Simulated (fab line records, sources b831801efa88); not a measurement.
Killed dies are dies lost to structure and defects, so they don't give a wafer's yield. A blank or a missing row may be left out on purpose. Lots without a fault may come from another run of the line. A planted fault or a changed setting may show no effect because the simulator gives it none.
A struck lot beside a sound one | flow sky130 | 43 steps out of a route of 708
Sound: wafers L522.3, L522.4, L522.5. Struck: wafer L526.1. (L526.2, L526.6 of the same lot were not struck and are left out.) The cause comes at the end.
At each step with rows: each side's tool, then ch and its chambers, then its first start. Under that, the readings that differ: sound wafers | struck wafers | difference of the means | sigmas: that difference in standard deviations of wafers without a fault.
alike: readings whose means differ by less than 2 such deviations, and words and numbers that are the same on both sides. not compared: withheld readings, readings that some wafer has no value for, bounds like >300 that may hide the same value, and numbers for which the record gives no deviation and whose values overlap.
The two part at a step that has a row with sigmas, a row that says differs or no value, or rows on one side only. Numbers that don't overlap but have no deviation are shown without sigmas and don't part them. A reading that every wafer of one side lacks parts them only if that side has two wafers or more.

SKY_VIA2_STRIP_16: strips in O2/N2.
  sound on plasma_asher-01 ch 0,1, day 37 11:46; struck on plasma_asher-01 ch 1, day 38 18:14
  reading                | sound | struck | difference                   | sigmas
  rf_hours_counter_h (h) | - - - | 79     | no value on the sound wafers |
  alike: drypump_motor_current_A, oes_product_au, strip_time_to_endpoint_s
then, 5 steps without rows for these wafers: SKY_VIA2_STRIP_17 (strips in post etch residue remover, time 1200 s); SKY_VIA2_CLEAN_18 (cleans in IPA, time 180 s); SKY_VIA2_CLEAN_19 (cleans in O3/DIW); SKY_VIA2_SPUTTER_20 (material TiN, target thk 20 nm, time 80 s); SKY_VIA2_CVD_21 (deposits W, target thk 420 nm, time 126.4 s).
SKY_VIA2_RS_MEAS_22: measures by four-point-probe.
  sound on film_metro-04, day 37 12:34; struck on film_metro-02, day 38 19:01
  alike: VIA2_W_RS
SKY_VIA2_THK_MEAS_23: measures by xrf.
  sound on film_metro-04, day 37 12:40; struck on film_metro-02, day 38 19:08
  alike: VIA2_W_THK
then, 2 steps without rows for these wafers: SKY_VIA2_CMP_24 (polishes, stops on SiO2, t overpolish 20 s, target thk 0 nm); SKY_METAL3_SPUTTER_00 (material Ti, target thk 15 nm, time 10 s).
SKY_METAL3_SPUTTER_01: material TiN, target thk 20 nm, time 16.7 s.
  sound on pvd_sputter-03, day 37 13:02; struck on pvd_sputter-03, day 38 19:37
  alike: throttle_valve_pct
then, 1 step without rows for these wafers: SKY_METAL3_SPUTTER_02 (material AlCu, target thk 735 nm, time 39.1 s).
SKY_METAL3_SPUTTER_03: material Ti, target thk 5 nm, time 3.3 s.
  sound on pvd_sputter-03, day 37 13:07; struck on pvd_sputter-03, day 38 19:41
  alike: throttle_valve_pct
SKY_METAL3_SPUTTER_04: material TiN, target thk 70 nm, time 58.3 s.
  sound on pvd_sputter-03, day 37 13:08; struck on pvd_sputter-03, day 38 19:42
  alike: throttle_valve_pct
SKY_CAPM_CVD_00: deposits SiO2, target thk 15.5 nm.
  sound on pecvd-01 ch 0,1,2, day 37 13:10; struck on pecvd-03 ch 2, day 38 19:45
  alike: heater_power_w
SKY_CAPM_THK_MEAS_01:
  sound on film_metro-04, day 37 13:13; struck on film_metro-04, day 38 19:46
  reading              | sound             | struck | difference | sigmas
  CAPM_CVD_00_THK (nm) | 15.18 15.13 15.44 | 16.02  | +0.77      | +3
then, 1 step without rows for these wafers: SKY_CAPM_SPUTTER_02 (material TiN, target thk 200 nm, time 166.7 s).
SKY_CAPM_RS_MEAS_03: measures by four-point-probe.
  sound on film_metro-03, day 37 13:25; struck on film_metro-03, day 38 19:56
  alike: CAPM_TIN_RS
SKY_CAPM_THK_MEAS_04: measures by xrf.
  sound on film_metro-03, day 37 13:31; struck on film_metro-03, day 38 20:04
  alike: CAPM_TIN_THK
then, 7 steps without rows for these wafers: SKY_CAPM_DEHYDRATE_05 (time 60 s); SKY_CAPM_HMDS_06 (prime time 60 s); SKY_CAPM_COAT_07 (resist thk 1140 nm); SKY_CAPM_SOFTBAKE_08 (time 60 s); SKY_CAPM_EXPOSE_09 (exposes mask CAPM, target cd 1000 nm); SKY_CAPM_PEB_10; SKY_CAPM_DEVELOP_11 (develop time 60 s).
SKY_CAPM_OVL_MEAS_12:
  sound on overlay-01, day 38 15:01; struck on overlay-02, day 39 20:34
  alike: CAPM_OVL
then, 1 step without rows for these wafers: SKY_CAPM_METAL_ETCH_13 (etches TiN in Cl2/BCl3, stops on SiO2, target depth 220 nm, time 62.9 s).
SKY_CAPM_STRIP_14: strips in O2/N2.
  sound on plasma_asher-04 ch 0,1, day 38 15:09; struck on plasma_asher-02 ch 0, day 39 20:41
  reading                | sound | struck | difference                   | sigmas
  rf_hours_counter_h (h) | - - - | 49     | no value on the sound wafers |
  alike: drypump_motor_current_A, oes_product_au, strip_time_to_endpoint_s
then, 11 steps without rows for these wafers: SKY_CAPM_STRIP_15 (strips in post etch residue remover, time 1200 s); SKY_CAPM_CLEAN_16 (cleans in IPA, time 180 s); SKY_CAPM_CLEAN_17 (cleans in O3/DIW); SKY_METAL3_DEHYDRATE_05 (time 60 s); SKY_METAL3_HMDS_06 (prime time 60 s); SKY_METAL3_COAT_07 (resist thk 60 nm); SKY_METAL3_COAT_08 (resist thk 1140 nm); SKY_METAL3_SOFTBAKE_09 (time 90 s); SKY_METAL3_EXPOSE_10 (exposes mask MM3, target cd 300 nm); SKY_METAL3_PEB_11; SKY_METAL3_DEVELOP_12 (develop time 60 s).
SKY_METAL3_CD_MEAS_13: target cd 300 nm.
  sound on cd_sem-02, day 39 15:55; struck on cd_sem-02, day 40 21:40
  reading    | sound             | struck | difference | sigmas
  cd_nm (nm) | 301.6 302.8 301.8 | 297.6  | -4.5       | -3
SKY_METAL3_OVL_MEAS_14:
  sound on overlay-02, day 39 16:00; struck on overlay-01, day 40 21:47
  alike: METAL3_OVL
-- the record jumps here: 7 days lie between the struck wafers' starts before and after (it left off in module METAL3 and takes up again in module PAD_OPEN, whose first step shown is number 708 of the route) --
SKY_PAD_OPEN_PROBE_99:
  the record has rows for the struck wafers here (prober-01, day 47 18:22) and none for the sound ones

WHERE THEY PART
First at SKY_VIA2_STRIP_16; last, within this record, at SKY_PAD_OPEN_PROBE_99.

WHY: what the simulator had put in
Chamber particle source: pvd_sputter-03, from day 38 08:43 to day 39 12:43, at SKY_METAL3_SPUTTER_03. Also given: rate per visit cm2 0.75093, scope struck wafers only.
